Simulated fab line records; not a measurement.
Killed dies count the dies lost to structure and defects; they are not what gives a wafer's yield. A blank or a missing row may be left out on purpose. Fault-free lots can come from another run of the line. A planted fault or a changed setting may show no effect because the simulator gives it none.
A lot that was struck, set against a sound lot || flow sky130 || 15 steps out of a route of 708
Sound: wafers L640.2, L640.4, L640.6. Wafers L643.2, L643.3, L643.6 were the ones struck. The cause is named last.
Per side, at each step with rows, come the tool, then ch with its chambers, and then its first start. Under that, the readings that differ: sound wafers || struck wafers || difference of the means || sigmas: that difference in standard deviations of wafers without a fault.
alike: a reading whose means differ by less than 2 such deviations, as well as words and numbers matching on both sides. not compared: withheld readings; readings where some wafer has no value; bounds like >300 that might hide an equal value; numbers whose values overlap and for which the record gives no deviation.
A row with sigmas, a row that says differs or no value, or rows on one side alone: a step with any of these is where the two part. Non-overlapping numbers with no deviation appear without sigmas and do not part them. A reading missing from all wafers of one side parts the sides only when that side holds two or more wafers.

first, 6 steps without rows for these wafers: SKY_LDD_N_HMDS_01 (prime time 60 s); SKY_LDD_N_COAT_02 (resist thk 300 nm); SKY_LDD_N_SOFTBAKE_03 (time 60 s); SKY_LDD_N_EXPOSE_04 (exposes mask NTM, target cd 840 nm); SKY_LDD_N_PEB_05; SKY_LDD_N_DEVELOP_06 (develop time 60 s).
SKY_LDD_N_OVL_MEAS_07:
  struck on overlay-02, day 21 22:25; sound on overlay-01, day 20 23:40
  alike: LDD_N_OVL
then, 5 steps without rows for these wafers: SKY_LDD_N_IMPLANT_08; SKY_LDD_N_IMPLANT_09; SKY_LDD_N_IMPLANT_10; SKY_LDD_N_IMPLANT_11; SKY_LDD_N_IMPLANT_12.
SKY_LDD_N_IMPLANT_13:
  sound on implanter-03 ch 0, day 21 00:29; struck on implanter-03 ch 0, day 21 23:13
{"reading": "tilt_deg (degrees)", "sound": "29.991 29.975 29.991", "struck": "0.006 -0.018 -0.042", "difference": -30.004, "sigmas": "-99 or more"}
  alike: beam_on_s, faraday_current_uA
next, for these wafers, 1 step has no rows: SKY_LDD_N_IMPLANT_14.
-- a jump in the record: the struck wafers' starts before and after are 27 days apart (it breaks off in module LDD_N and resumes in module PAD_OPEN, where the first step shown is number 708 of the route) --
SKY_PAD_OPEN_PROBE_99:
  struck on prober-02, day 48 16:58; sound on prober-02, day 47 19:47
{"reading": "model.etest.nfet_01v8_turned.vt_sat_v (V)", "sound": "0.6582 0.6532 0.6535", "struck": "0.6755 0.6877 0.6808", "difference": "+0.0264", "sigmas": ""}
  alike: killed_at_M0_to_M3, killed_at_M4_up, killed_at_contacts, killed_at_front_end, killed_at_other, killed_dies, killed_open, killed_short

## WHERE THEY PART
Only at SKY_LDD_N_IMPLANT_13, as far as this record shows. Later steps at which nothing parts them and some readings are alike: SKY_PAD_OPEN_PROBE_99.

WHY: what the simulator had put in
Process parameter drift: implanter-03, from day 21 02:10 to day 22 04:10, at SKY_LDD_N_IMPLANT_13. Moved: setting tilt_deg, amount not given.
